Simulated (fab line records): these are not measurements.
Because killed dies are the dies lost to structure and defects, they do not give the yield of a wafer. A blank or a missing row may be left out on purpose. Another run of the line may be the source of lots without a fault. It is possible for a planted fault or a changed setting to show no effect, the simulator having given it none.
fab line records -- flow gf180mcu -- part 1 of 2: steps 1 to 39 of 41
[record] lots = 6, wafers = 18, last-day = 34
route steps=602 shown HV_LDD@222 NSD@235 PSD@248 PASSIVATION@602
lots untouched by any fault: they come from a run of this same line in which no faults occurred
start-h: start of the lot's first displayed wafer, in hours after the record's first day -- wait-h: how many hours have passed since the lot's step before this one -- " as in the row above -- L1.1+2: a row that stands for several wafers -- - either no value or no given start -- * or withheld: withheld -- < > ~ a bound
route shown NAME@n: a module of which the file shows steps, and the number in the route of the first -- usual: mean and standard deviation over wafers with no fault -- same: alike in all rows -- chamber/n: place in a boat -- sites: the reading at each site -- _std_site: how widely they spread, as a standard deviation -- _edge_site: mean of outer sites minus mean of inner sites -- radius-mm: for every site, how far away it sits from the centre of the wafer -- mask NAME#n: copy n -- behind: tool/chamber where the wafer was last shaped -- hold: the reason the lot was held/the length of the hold in hours/how it ended -- device: whichever transistor did not switch (one of n, p or np) -- end of line: tests of these same wafers at the route's end -- step lacking rows: just its recipe -- killed: the dies lost at the first sort to structure and to defects; this is not the yield of the wafer -- map: a wafer's dies, marking killed ones x, the rest . and places with no die _
set.NAME: the setting the step ran with; set.NAME@STEP: the setting that earlier step ran with -- model.NAME: the simulator's own value behind a step, which no gauge read
lots seen at some steps along the route; tables by step, rows by wafer
services: a tool's chamber out of use, with start hour (start-h, from the record's first day; less than 0 if before it), hours out, and reason
[[steps]]
[step GF_HV_LDD_CD_MEAS_46]
[recipe] target-cd-nm = 400
[usual] cd-nm = 400.0/2
lot.wafer,tool,chamber,start-h,wait-h,cd-nm
L233.3,cd-sem-01,-,302.37,0.1,399.4
L233.4,cd-sem-01,-,302.37,0.1,402.6
L233.5,cd-sem-01,-,302.37,0.1,401.5
L235.4,cd-sem-01,-,315.48,0.1,396.8
L235.5,cd-sem-01,-,315.48,0.1,398.8
L235.6,cd-sem-01,-,315.48,0.1,397.1
L236.1,cd-sem-02,-,315.81,0.1,398.8
L236.4,cd-sem-02,-,315.81,0.1,400.1
L236.5,cd-sem-02,-,315.81,0.1,398.7
L246.4,cd-sem-01,-,391.57,0.1,402.6
L246.5,cd-sem-01,-,391.57,0.1,401.0
L246.6,cd-sem-01,-,391.57,0.1,400.3
L248.1,cd-sem-02,-,409.66,0.1,398.0
L248.5,cd-sem-02,-,409.66,0.1,397.2
L248.6,cd-sem-02,-,409.66,0.1,396.9
L253.1,cd-sem-02,-,445.83,0.1,395.3
L253.2,cd-sem-02,-,445.83,0.1,399.9
L253.4,cd-sem-02,-,445.83,0.1,397.3
[step GF_HV_LDD_OVL_MEAS_47]
[usual] HV_LDD_03_OVL = 0.9/1.3
lot.wafer,tool,chamber,start-h,wait-h,HV_LDD_03_OVL[nm]
L233.3,overlay-02,-,302.46,0.1,2.7
L233.4,overlay-02,-,302.46,0.1,2.8
L233.5,overlay-02,-,302.46,0.1,1.3
L235.4,overlay-02,-,315.55,0.1,0.3
L235.5,overlay-02,-,315.55,0.1,0.5
L235.6,overlay-02,-,315.55,0.1,1.2
L236.1,overlay-02,-,315.93,0.1,0.6
L236.4,overlay-02,-,315.93,0.1,0.5
L236.5,overlay-02,-,315.93,0.1,0.9
L246.4,overlay-01,-,391.65,0.1,1.4
L246.5,overlay-01,-,391.65,0.1,2.2
L246.6,overlay-01,-,391.65,0.1,1.7
L248.1,overlay-01,-,409.78,0.1,4.4
L248.5,overlay-01,-,409.78,0.1,4.1
L248.6,overlay-01,-,409.78,0.1,3.8
L253.1,overlay-01,-,445.95,0.1,0.5
L253.2,overlay-01,-,445.95,0.1,-0.8
L253.4,overlay-01,-,445.95,0.1,-1.3
[step GF_HV_LDD_IMPLANT_48]
[recipe] species = B, energy-kev = 25, dose-cm2 = 3e+13, tilt-deg = 7
[step GF_HV_LDD_STRIP_49]
[recipe] chemistry = O2/N2, power-w = 1400, pressure-mtorr = 1500, platen-temp-c = 250, o2-flow-sccm = 3000, n2-flow-sccm = 300, overash-fraction = 0.5
[usual] drypump-motor-current-A = 5.7/0.45, heater-power-w = 317/33, oes-product-au = 0.716/0.0043, strip-time-to-endpoint-s = 12.62/0.032
lot.wafer,tool,chamber,start-h,wait-h,drypump-motor-current-A,heater-power-w,oes-product-au,rf-hours-counter-h,strip-time-to-endpoint-s
L233.3,plasma-asher-02,1,302.67,0.1,6.3,305,0.703,-,12.60
L233.4,plasma-asher-02,0,302.67,0.1,6.3,285,0.715,-,12.64
L233.5,plasma-asher-02,1,302.67,0.1,6.3,310,0.721,-,12.64
L235.4,plasma-asher-02,0,315.75,0.1,6.2,286,0.718,-,12.66
L235.5,plasma-asher-02,0,315.75,0.1,6.3,292,0.719,-,12.65
L235.6,plasma-asher-02,1,315.75,0.1,6.2,313,0.711,-,12.67
L236.1,plasma-asher-04,1,316.12,0.1,5.2,372,0.718,70,12.61
L236.4,plasma-asher-04,1,316.12,0.1,5.2,383,0.712,-,12.64
L236.5,plasma-asher-04,0,316.12,0.1,5.5,316,0.717,-,12.67
L246.4,plasma-asher-01,1,391.85,0.1,5.3,282,0.712,-,12.67
L246.5,plasma-asher-01,1,391.85,0.1,5.4,279,0.715,-,12.66
L246.6,plasma-asher-01,0,391.85,0.1,5.3,355,0.715,-,12.65
L248.1,plasma-asher-01,1,409.97,0.1,5.4,283,0.715,76,12.65
L248.5,plasma-asher-01,1,409.97,0.1,5.4,283,0.716,-,12.63
L248.6,plasma-asher-01,0,409.97,0.1,5.2,360,0.715,-,12.65
L253.1,plasma-asher-02,1,446.13,0.1,6.3,301,0.720,65,12.62
L253.2,plasma-asher-02,0,446.13,0.1,6.3,288,0.724,65,12.61
L253.4,plasma-asher-02,1,446.13,0.1,6.2,302,0.713,-,12.61
[step GF_HV_LDD_TW_MEAS_50]
[usual] HV_LDD_4_TW = 577/6.9
lot.wafer,tool,chamber,start-h,wait-h,HV_LDD_4_TW
L233.3,film-metro-01,-,302.76,0.1,572
L233.4,film-metro-01,-,302.76,0.1,576
L233.5,film-metro-01,-,302.76,0.1,577
L235.4,film-metro-03,-,315.85,0.1,570
L235.5,film-metro-03,-,315.85,0.1,567
L235.6,film-metro-03,-,315.85,0.1,571
L236.1,film-metro-04,-,316.22,0.1,579
L236.4,film-metro-04,-,316.22,0.1,583
L236.5,film-metro-04,-,316.22,0.1,584
L246.4,film-metro-03,-,391.95,0.1,569
L246.5,film-metro-03,-,391.95,0.1,571
L246.6,film-metro-03,-,391.95,0.1,567
L248.1,film-metro-03,-,410.07,0.1,565
L248.5,film-metro-03,-,410.07,0.1,565
L248.6,film-metro-03,-,410.07,0.1,565
L253.1,film-metro-01,-,446.23,0.1,576
L253.2,film-metro-01,-,446.23,0.1,574
L253.4,film-metro-01,-,446.23,0.1,576
[step GF_HV_LDD_CLEAN_51]
[recipe] chemistry = SC1/SC2, mix = 1:4:20, temp-c = 70, time-s = 150, dry = n2-spin
[step GF_HV_LDD_RTA_52]
[recipe] temp-c = 1000, time-s = 10, ambient = N2
[usual] lamp-power-pct = 31.6/2.4, wafer_temp_C_max = 1005.9/2
lot.wafer,tool,chamber,start-h,wait-h,lamp-power-pct,wafer_temp_C_max
L233.3,rtp-anneal-01,0,302.87,0.0,29.2,1006.1
L233.4,rtp-anneal-01,0,302.87,0.0,29.3,1008.9
L233.5,rtp-anneal-01,0,302.87,0.0,29.3,1005.7
L235.4,rtp-anneal-02,0,315.97,0.0,34.0,1004.7
L235.5,rtp-anneal-02,0,315.97,0.0,34.0,1004.5
L235.6,rtp-anneal-02,0,315.97,0.0,33.9,1004.2
L236.1,rtp-anneal-02,0,316.33,0.0,34.0,1003.2
L236.4,rtp-anneal-02,0,316.33,0.0,34.0,1003.5
L236.5,rtp-anneal-02,0,316.33,0.0,33.9,1003.1
L246.4,rtp-anneal-02,0,392.06,0.0,34.0,1003.7
L246.5,rtp-anneal-02,0,392.06,0.0,34.0,1003.2
L246.6,rtp-anneal-02,0,392.06,0.0,34.0,1003.8
L248.1,rtp-anneal-01,0,410.18,0.0,29.2,1008.0
L248.5,rtp-anneal-01,0,410.18,0.0,29.3,1009.4
L248.6,rtp-anneal-01,0,410.18,0.0,29.3,1008.3
L253.1,rtp-anneal-01,0,446.34,0.0,29.3,1007.7
L253.2,rtp-anneal-01,0,446.34,0.0,29.3,1008.8
L253.4,rtp-anneal-01,0,446.34,0.0,29.3,1010.3
[step GF_HV_LDD_RS_MEAS_53]
[recipe] thk-meas-gauge = four-point-probe
[usual] HV_LDD_RS = 418.4/0.96
lot.wafer,tool,chamber,start-h,wait-h,HV_LDD_RS[ohm/sq]
L233.3,film-metro-03,-,302.95,0.1,418.8
L233.4,film-metro-03,-,302.95,0.1,418.5
L233.5,film-metro-03,-,302.95,0.1,419.7
L235.4,film-metro-01,-,316.06,0.1,417.5
L235.5,film-metro-01,-,316.06,0.1,417.6
L235.6,film-metro-01,-,316.06,0.1,417.5
L236.1,film-metro-04,-,316.39,0.1,419.2
L236.4,film-metro-04,-,316.39,0.1,417.3
L236.5,film-metro-04,-,316.39,0.1,418.7
L246.4,film-metro-03,-,392.15,0.1,420.1
L246.5,film-metro-03,-,392.15,0.1,419.2
L246.6,film-metro-03,-,392.15,0.1,418.8
L248.1,film-metro-01,-,410.31,0.1,418.2
L248.5,film-metro-01,-,410.31,0.1,416.5
L248.6,film-metro-01,-,410.31,0.1,416.8
L253.1,film-metro-03,-,446.41,0.1,417.7
L253.2,film-metro-03,-,446.41,0.1,418.2
L253.4,film-metro-03,-,446.41,0.1,418.6
[step GF_HV_LDD_CVD_54]
[recipe] material = SiO2, target-thk-nm = 10, precursor = TEOS, temp-c = 680, time-s = 75, pressure-mtorr = 400
[step GF_HV_LDD_THK_MEAS_55]
[recipe] reads = SiO2_of_HV_LDD_CVD_54
[usual] HV_LDD_CVD_54_THK = 9.99/0.17
lot.wafer,tool,chamber,start-h,wait-h,HV_LDD_CVD_54_THK[nm]
L233.3,film-metro-04,-,304.07,0.0,10.05
L233.4,film-metro-04,-,304.07,0.0,10.05
L233.5,film-metro-04,-,304.07,0.0,10.13
L235.4,film-metro-04,-,317.17,0.0,9.77
L235.5,film-metro-04,-,317.17,0.0,9.87
L235.6,film-metro-04,-,317.17,0.0,9.79
L236.1,film-metro-04,-,317.53,0.0,10.04
L236.4,film-metro-04,-,317.53,0.0,10.06
L236.5,film-metro-04,-,317.53,0.0,10.12
L246.4,film-metro-03,-,393.26,0.0,10.05
L246.5,film-metro-03,-,393.26,0.0,10.08
L246.6,film-metro-03,-,393.26,0.0,10.00
L248.1,film-metro-03,-,411.45,0.0,10.16
L248.5,film-metro-03,-,411.45,0.0,10.10
L248.6,film-metro-03,-,411.45,0.0,10.16
L253.1,film-metro-01,-,448.06,0.0,9.99
L253.2,film-metro-01,-,448.06,0.0,10.04
L253.4,film-metro-01,-,448.06,0.0,9.97
[step GF_HV_LDD_CVD_56]
[recipe] material = Si3N4, precursor = DCS/NH3, target-thk-nm = 90, temp-c = 770, time-s = 1543, pressure-mtorr = 250
[step GF_HV_LDD_THK_MEAS_57]
[recipe] reads = Si3N4_of_HV_LDD_CVD_56
[usual] HV_LDD_CVD_56_THK = 89.7/1.2
lot.wafer,tool,chamber,start-h,wait-h,HV_LDD_CVD_56_THK[nm]
L233.3,film-metro-01,-,305.56,0.0,88.6
L233.4,film-metro-01,-,305.56,0.0,89.1
L233.5,film-metro-01,-,305.56,0.0,89.2
L235.4,film-metro-03,-,318.99,0.0,89.3
L235.5,film-metro-03,-,318.99,0.0,89.2
L235.6,film-metro-03,-,318.99,0.0,89.0
L236.1,film-metro-03,-,320.39,0.0,90.2
L236.4,film-metro-03,-,320.39,0.0,90.3
L236.5,film-metro-03,-,320.39,0.0,90.1
L246.4,film-metro-03,-,394.75,0.0,91.2
L246.5,film-metro-03,-,394.75,0.0,91.6
L246.6,film-metro-03,-,394.75,0.0,90.0
L248.1,film-metro-01,-,412.94,0.0,88.4
L248.5,film-metro-01,-,412.94,0.0,88.6
L248.6,film-metro-01,-,412.94,0.0,89.0
L253.1,film-metro-03,-,450.26,0.0,88.6
L253.2,film-metro-03,-,450.26,0.0,88.8
L253.4,film-metro-03,-,450.26,0.0,87.8
[step GF_HV_LDD_ETCHBACK_58]
[recipe] chemistry = CH3F/O2, target = Si3N4, stop-on = SiO2, source-w = 400, bias-w = 80, pressure-mtorr = 25, ch3f-flow-sccm = 40, O2_flow_sccm = 30, time-s = 100, target-depth-a = 900
[usual] bias-w = 79.95/0.24, drypump-motor-current-A = 5.9/0.36, oes-product-au = 0.841/0.0073, throttle-valve-pct = 10.561/0.01
lot.wafer,tool,chamber,start-h,wait-h,bias-w,drypump-motor-current-A,oes-product-au,rf-hours-counter-h,throttle-valve-pct,model.SiO2_of_HV_LDD_CVD_54.thk-nm
L233.3,rie-diel-01,1,305.60,0.0,79.85,5.6,0.839,2,10.555,7.639
L233.4,rie-diel-01,0,305.60,0.0,79.99,6.0,0.839,17,10.592,7.623
L233.5,rie-diel-01,2,305.60,0.0,79.88,5.2,0.842,-,10.556,7.645
L235.4,rie-diel-04,1,319.02,0.0,80.01,5.8,0.842,16,10.561,7.319
L235.5,rie-diel-04,3,319.02,0.0,80.13,6.3,0.842,-,10.570,7.399
L235.6,rie-diel-04,0,319.02,0.0,80.23,6.2,0.837,-,10.582,7.358
L236.1,rie-diel-03,3,320.45,0.1,79.82,6.0,0.845,6,10.549,7.513
L236.4,rie-diel-03,1,320.45,0.1,80.18,5.7,0.840,46,10.555,7.609
L236.5,rie-diel-03,0,320.45,0.1,80.57,5.2,0.842,-,10.558,7.642
L246.4,rie-diel-01,0,394.78,0.0,61.94,6.0,0.843,19,10.551,8.019
L246.5,rie-diel-01,0,394.78,0.0,62.03,6.0,0.845,-,10.564,8.001
L246.6,rie-diel-01,3,394.78,0.0,79.59,6.0,0.849,-,10.559,7.508
L248.1,rie-diel-01,3,413.00,0.1,79.82,6.0,0.834,18,10.551,7.724
L248.5,rie-diel-01,0,413.00,0.1,62.27,6.0,0.832,-,10.571,8.113
L248.6,rie-diel-01,3,413.00,0.1,79.75,6.0,0.832,-,10.549,7.697
L253.1,rie-diel-04,3,450.32,0.1,79.83,6.4,0.837,47,10.558,7.567
L253.2,rie-diel-04,0,450.32,0.1,80.11,6.2,0.845,11,10.574,7.58
L253.4,rie-diel-04,2,450.32,0.1,79.76,5.6,0.827,28,10.566,7.496
[step GF_NSD_DEHYDRATE_00]
[recipe] temp-c = 200, time-s = 60
[step GF_NSD_HMDS_01]
[recipe] prime-time-s = 60, prime-temp-c = 120
[step GF_NSD_COAT_02]
[recipe] resist = NOVOLAK, spin-rpm = 2947, resist-thk-nm = 1000
[step GF_NSD_SOFTBAKE_03]
[recipe] temp-c = 90, time-s = 60, resist = NOVOLAK
[step GF_NSD_EXPOSE_04]
[recipe] mask-id = Nplus, target-cd-nm = 400, na = 0.6, source-shape = conventional, sigma-outer = 0.6, dose-mj = 140
[step GF_NSD_PEB_05]
[recipe] temp-c = withheld, time-s = *, resist = NOVOLAK
[step GF_NSD_DEVELOP_06]
[recipe] develop-time-s = 58.66, dev-temp-c = 23
[step GF_NSD_CD_MEAS_07]
[recipe] target-cd-nm = 400
[usual] cd-nm = 400.1/2.2
lot.wafer,tool,chamber,start-h,wait-h,cd-nm
L233.3,cd-sem-01,-,325.83,0.1,396.5
L233.4,cd-sem-01,-,325.83,0.1,397.7
L233.5,cd-sem-01,-,325.83,0.1,396.1
L235.4,cd-sem-02,-,340.29,0.1,399.2
L235.5,cd-sem-02,-,340.29,0.1,400.1
L235.6,cd-sem-02,-,340.29,0.1,398.3
L236.1,cd-sem-01,-,341.54,0.1,399.8
L236.4,cd-sem-01,-,341.54,0.1,400.9
L236.5,cd-sem-01,-,341.54,0.1,402.5
L246.4,cd-sem-01,-,417.74,0.1,397.8
L246.5,cd-sem-01,-,417.74,0.1,397.2
L246.6,cd-sem-01,-,417.74,0.1,397.1
L248.1,cd-sem-01,-,437.24,0.1,404.5
L248.5,cd-sem-01,-,437.24,0.1,404.9
L248.6,cd-sem-01,-,437.24,0.1,405.1
L253.1,cd-sem-01,-,474.44,0.1,401.0
L253.2,cd-sem-01,-,474.44,0.1,402.8
L253.4,cd-sem-01,-,474.44,0.1,404.1
[step GF_NSD_OVL_MEAS_08]
[usual] NSD_OVL = 1.1/1.2
lot.wafer,tool,chamber,start-h,wait-h,NSD_OVL[nm]
L233.3,overlay-01,-,325.92,0.1,0.9
L233.4,overlay-01,-,325.92,0.1,0.2
L233.5,overlay-01,-,325.92,0.1,-0.3
L235.4,overlay-01,-,340.37,0.1,0.3
L235.5,overlay-01,-,340.37,0.1,0.9
L235.6,overlay-01,-,340.37,0.1,-0.9
L236.1,overlay-02,-,341.66,0.1,1.1
L236.4,overlay-02,-,341.66,0.1,2.0
L236.5,overlay-02,-,341.66,0.1,0.7
L246.4,overlay-02,-,417.82,0.1,1.5
L246.5,overlay-02,-,417.82,0.1,3.8
L246.6,overlay-02,-,417.82,0.1,3.1
L248.1,overlay-02,-,437.36,0.1,2.3
L248.5,overlay-02,-,437.36,0.1,1.5
L248.6,overlay-02,-,437.36,0.1,1.1
L253.1,overlay-02,-,474.56,0.1,-0.1
L253.2,overlay-02,-,474.56,0.1,1.5
L253.4,overlay-02,-,474.56,0.1,1.6
[step GF_NSD_IMPLANT_09]
[recipe] species = As, energy-kev = 60, dose-cm2 = 4e+15, tilt-deg = 7
[step GF_NSD_IMPLANT_10]
[recipe] species = P, energy-kev = 40, dose-cm2 = 5e+14, tilt-deg = 7
[step GF_NSD_STRIP_11]
[recipe] chemistry = O2/N2, power-w = 1400, pressure-mtorr = 1500, platen-temp-c = 250, o2-flow-sccm = 3000, n2-flow-sccm = 300, overash-fraction = 0.5
[usual] drypump-motor-current-A = 5.7/0.51, heater-power-w = 336/29, oes-product-au = 0.487/0.0048, strip-time-to-endpoint-s = 23.06/0.038
lot.wafer,tool,chamber,start-h,wait-h,drypump-motor-current-A,heater-power-w,oes-product-au,rf-hours-counter-h,strip-time-to-endpoint-s
L233.3,plasma-asher-04,1,326.28,0.1,5.2,368,0.484,-,23.01
L233.4,plasma-asher-04,0,326.28,0.1,5.5,325,0.492,-,23.06
L233.5,plasma-asher-04,1,326.28,0.1,5.2,377,0.481,-,23.05
L235.4,plasma-asher-03,1,340.72,0.1,6.6,298,0.492,-,23.07
L235.5,plasma-asher-03,0,340.72,0.1,6.1,356,0.492,-,23.09
L235.6,plasma-asher-03,1,340.72,0.1,6.5,303,0.489,-,23.07
L236.1,plasma-asher-04,1,341.99,0.1,5.2,369,0.481,73,23.10
L236.4,plasma-asher-04,0,341.99,0.1,5.5,324,0.484,-,23.16
L236.5,plasma-asher-04,0,341.99,0.1,5.5,320,0.487,-,23.13
L246.4,plasma-asher-04,1,418.17,0.1,5.2,370,0.493,-,23.04
L246.5,plasma-asher-04,0,418.17,0.1,5.5,320,0.487,-,23.10
L246.6,plasma-asher-04,1,418.17,0.1,5.2,378,0.488,-,23.06
L248.1,plasma-asher-04,0,437.69,0.1,5.5,341,0.497,1,23.11
L248.5,plasma-asher-04,0,437.69,0.1,5.5,338,0.482,-,23.06
L248.6,plasma-asher-04,1,437.69,0.1,5.2,358,0.491,-,23.06
L253.1,plasma-asher-01,0,474.89,0.1,5.2,350,0.487,83,23.07
L253.2,plasma-asher-01,1,474.89,0.1,5.4,276,0.489,83,23.04
L253.4,plasma-asher-01,0,474.89,0.1,5.3,354,0.489,-,23.06
[step GF_NSD_TW_MEAS_12]
[usual] NSD_TW = 4237/51
lot.wafer,tool,chamber,start-h,wait-h,NSD_TW
L233.3,film-metro-01,-,326.36,0.1,4279
L233.4,film-metro-01,-,326.36,0.1,4308
L233.5,film-metro-01,-,326.36,0.1,4288
L235.4,film-metro-03,-,340.82,0.1,4221
L235.5,film-metro-03,-,340.82,0.1,4239
L235.6,film-metro-03,-,340.82,0.1,4242
L236.1,film-metro-03,-,342.09,0.1,4242
L236.4,film-metro-03,-,342.09,0.1,4236
L236.5,film-metro-03,-,342.09,0.1,4222
L246.4,film-metro-02,-,418.26,0.1,4146
L246.5,film-metro-02,-,418.26,0.1,4155
L246.6,film-metro-02,-,418.26,0.1,4191
L248.1,film-metro-02,-,437.79,0.1,4213
L248.5,film-metro-02,-,437.79,0.1,4193
L248.6,film-metro-02,-,437.79,0.1,4166
L253.1,film-metro-02,-,474.99,0.1,4194
L253.2,film-metro-02,-,474.99,0.1,4219
L253.4,film-metro-02,-,474.99,0.1,4206
[step GF_PSD_DEHYDRATE_00]
[recipe] temp-c = 200, time-s = 60
[step GF_PSD_HMDS_01]
[recipe] prime-time-s = 60, prime-temp-c = 120
[step GF_PSD_COAT_02]
[recipe] resist = NOVOLAK, spin-rpm = 3000, resist-thk-nm = 1000
[step GF_PSD_SOFTBAKE_03]
[recipe] temp-c = 90, time-s = 60, resist = NOVOLAK
[step GF_PSD_EXPOSE_04]
[recipe] mask-id = Pplus, target-cd-nm = 400, na = 0.6, source-shape = conventional, sigma-outer = 0.6, dose-mj = 140
[step GF_PSD_PEB_05]
[recipe] temp-c = withheld, time-s = *, resist = NOVOLAK
[step GF_PSD_DEVELOP_06]
[recipe] develop-time-s = 60, dev-temp-c = 23
[step GF_PSD_CD_MEAS_07]
[recipe] target-cd-nm = 400
[usual] cd-nm = 400.0/2
lot.wafer,tool,chamber,start-h,wait-h,cd-nm
L233.3,cd-sem-02,-,347.18,0.1,397.7
L233.4,cd-sem-02,-,347.18,0.1,399.0
L233.5,cd-sem-02,-,347.18,0.1,396.8
L235.4,cd-sem-01,-,363.32,0.1,397.8
L235.5,cd-sem-01,-,363.32,0.1,398.6
L235.6,cd-sem-01,-,363.32,0.1,398.6
L236.1,cd-sem-02,-,364.26,0.1,399.3
L236.4,cd-sem-02,-,364.26,0.1,400.4
L236.5,cd-sem-02,-,364.26,0.1,403.1
L246.4,cd-sem-02,-,442.60,0.1,401.2
L246.5,cd-sem-02,-,442.60,0.1,398.2
L246.6,cd-sem-02,-,442.60,0.1,399.3
L248.1,cd-sem-01,-,461.83,0.1,398.1
L248.5,cd-sem-01,-,461.83,0.1,399.9
L248.6,cd-sem-01,-,461.83,0.1,399.3
L253.1,cd-sem-02,-,498.61,0.1,397.9
L253.2,cd-sem-02,-,498.61,0.1,400.1
L253.4,cd-sem-02,-,498.61,0.1,399.5
[step GF_PSD_OVL_MEAS_08]
[usual] PSD_OVL = 0.8/1.2
lot.wafer,tool,chamber,start-h,wait-h,PSD_OVL[nm]
L233.3,overlay-01,-,347.27,0.1,0.9
L233.4,overlay-01,-,347.27,0.1,-0.7
L233.5,overlay-01,-,347.27,0.1,2.2
L235.4,overlay-02,-,363.40,0.1,1.0
L235.5,overlay-02,-,363.40,0.1,2.0
L235.6,overlay-02,-,363.40,0.1,0.7
L236.1,overlay-02,-,364.38,0.1,0.8
L236.4,overlay-02,-,364.38,0.1,0.4
L236.5,overlay-02,-,364.38,0.1,1.2
L246.4,overlay-02,-,442.67,0.1,0.1
L246.5,overlay-02,-,442.67,0.1,1.2
L246.6,overlay-02,-,442.67,0.1,0.0
L248.1,overlay-01,-,461.95,0.1,-2.4
L248.5,overlay-01,-,461.95,0.1,0.5
L248.6,overlay-01,-,461.95,0.1,-0.1
L253.1,overlay-01,-,498.73,0.1,-0.3
L253.2,overlay-01,-,498.73,0.1,0.1
L253.4,overlay-01,-,498.73,0.1,0.4
[step GF_PSD_IMPLANT_09]
[recipe] species = BF2, energy-kev = 40, dose-cm2 = 1.5e+15, tilt-deg = 7
[step GF_PSD_STRIP_10]
[recipe] chemistry = O2/N2, power-w = 1400, pressure-mtorr = 1500, platen-temp-c = 250, o2-flow-sccm = 3000, n2-flow-sccm = 300, overash-fraction = 0.5
[usual] drypump-motor-current-A = 6.0/0.45, heater-power-w = 322/30, oes-product-au = 0.592/0.0042, strip-time-to-endpoint-s = 16.52/0.04
lot.wafer,tool,chamber,start-h,wait-h,drypump-motor-current-A,heater-power-w,oes-product-au,rf-hours-counter-h,strip-time-to-endpoint-s
L233.3,plasma-asher-02,1,347.48,0.1,6.2,308,0.589,-,16.53
L233.4,plasma-asher-02,0,347.48,0.1,6.3,283,0.592,-,16.57
L233.5,plasma-asher-02,0,347.48,0.1,6.2,282,0.593,-,16.55
L235.4,plasma-asher-02,1,363.60,0.1,6.3,305,0.591,-,16.48
L235.5,plasma-asher-02,0,363.60,0.1,6.3,279,0.582,-,16.50
L235.6,plasma-asher-02,1,363.60,0.1,6.3,314,0.590,-,16.46
L236.1,plasma-asher-02,1,364.57,0.1,6.2,301,0.592,57,16.50
L236.4,plasma-asher-02,0,364.57,0.1,6.3,283,0.600,-,16.53
L236.5,plasma-asher-02,1,364.57,0.1,6.3,304,0.589,-,16.50
L246.4,plasma-asher-04,1,442.88,0.1,5.2,358,0.591,-,16.48
L246.5,plasma-asher-04,0,442.88,0.1,5.5,343,0.588,-,16.48
L246.6,plasma-asher-04,1,442.88,0.1,5.2,359,0.596,-,16.48
L248.1,plasma-asher-02,1,462.13,0.1,6.2,299,0.594,67,16.61
L248.5,plasma-asher-02,0,462.13,0.1,6.3,277,0.590,-,16.56
L248.6,plasma-asher-02,1,462.13,0.1,6.2,302,0.582,-,16.58
L253.1,plasma-asher-04,1,498.92,0.1,5.3,362,0.589,7,16.48
L253.2,plasma-asher-04,0,498.92,0.1,5.5,345,0.593,7,16.48
L253.4,plasma-asher-04,0,498.92,0.1,5.5,340,0.592,-,16.50
[step GF_PSD_TW_MEAS_11]
[usual] PSD_TW = 3175/34
lot.wafer,tool,chamber,start-h,wait-h,PSD_TW
L233.3,film-metro-01,-,347.56,0.1,3229
L233.4,film-metro-01,-,347.56,0.1,3210
L233.5,film-metro-01,-,347.56,0.1,3231
L235.4,film-metro-03,-,363.70,0.1,3166
L235.5,film-metro-03,-,363.70,0.1,3172
L235.6,film-metro-03,-,363.70,0.1,3170
L236.1,film-metro-01,-,364.67,0.1,3202
L236.4,film-metro-01,-,364.67,0.1,3193
L236.5,film-metro-01,-,364.67,0.1,3208
L246.4,film-metro-02,-,442.97,0.1,3141
L246.5,film-metro-02,-,442.97,0.1,3146
L246.6,film-metro-02,-,442.97,0.1,3141
L248.1,film-metro-02,-,462.23,0.1,3144
L248.5,film-metro-02,-,462.23,0.1,3151
L248.6,film-metro-02,-,462.23,0.1,3167
L253.1,film-metro-02,-,499.02,0.1,3162
L253.2,film-metro-02,-,499.02,0.1,3164
L253.4,film-metro-02,-,499.02,0.1,3176
[step GF_PSD_CLEAN_12]
[recipe] chemistry = SC1/SC2, mix = 1:4:20, temp-c = 70, time-s = 150, dry = n2-spin
lot.wafer,tool,chamber,start-h,wait-h,model.SiO2_of_HV_LDD_CVD_54.thk-nm
L233.3,wet-bench-04,3,347.60,0.0,6.963
L233.4,wet-bench-04,3,347.60,0.0,6.942
L233.5,wet-bench-04,3,347.60,0.0,6.968
L235.4,wet-bench-04,2,363.73,0.0,6.634
L235.5,wet-bench-04,2,363.73,0.0,6.712
L235.6,wet-bench-04,2,363.73,0.0,6.671
L236.1,wet-bench-02,3,364.73,0.1,6.826
L236.4,wet-bench-02,3,364.73,0.1,6.923
L236.5,wet-bench-02,3,364.73,0.1,6.957
L246.4,wet-bench-02,2,443.00,0.0,7.337
L246.5,wet-bench-02,2,443.00,0.0,7.318
L246.6,wet-bench-02,2,443.00,0.0,6.828
L248.1,wet-bench-04,0,462.29,0.1,7.04
L248.5,wet-bench-04,0,462.29,0.1,7.43
L248.6,wet-bench-04,0,462.29,0.1,7.016
L253.1,wet-bench-01,0,499.08,0.1,6.887
L253.2,wet-bench-01,0,499.08,0.1,6.897
L253.4,wet-bench-01,0,499.08,0.1,6.817
[[key]]
[first-sign] step = GF_HV_LDD_ETCHBACK_58, reading = bias-w, direction = down, sigmas = 73, usual = 79.95, struck = 62.08
effect none on later readings
[model-effect] step = GF_HV_LDD_ETCHBACK_58, value = SiO2_of_HV_LDD_CVD_54.thk-nm, without = 7.638, struck = 8.044
[model-effect] step = GF_PSD_CLEAN_12, value = SiO2_of_HV_LDD_CVD_54.thk-nm, without = 6.955, struck = 7.362
met-at GF_HV_LDD_ETCHBACK_58
struck-wafers L246.4,L246.5,L248.5
tester-left-out L246,L248
onset-between 305.60 394.78
[fault] kind = process-parameter-drift, tool = rie-diel-01, chamber = 0, onset-h = 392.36, steps = GF_HV_LDD_ETCHBACK_58, channel = bias-w, offset = -17.686, shape = step, end-h = 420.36, acts-in = these-recipes-only, stated = 80
// tester-left-out: of these lots the tester's yield and bins aren't shown, on N5 and GAA mostly nor the transistor test; their killed dies are dies lost to structure and defects alone, not to doping, threshold or leakage, so they don't give the yield
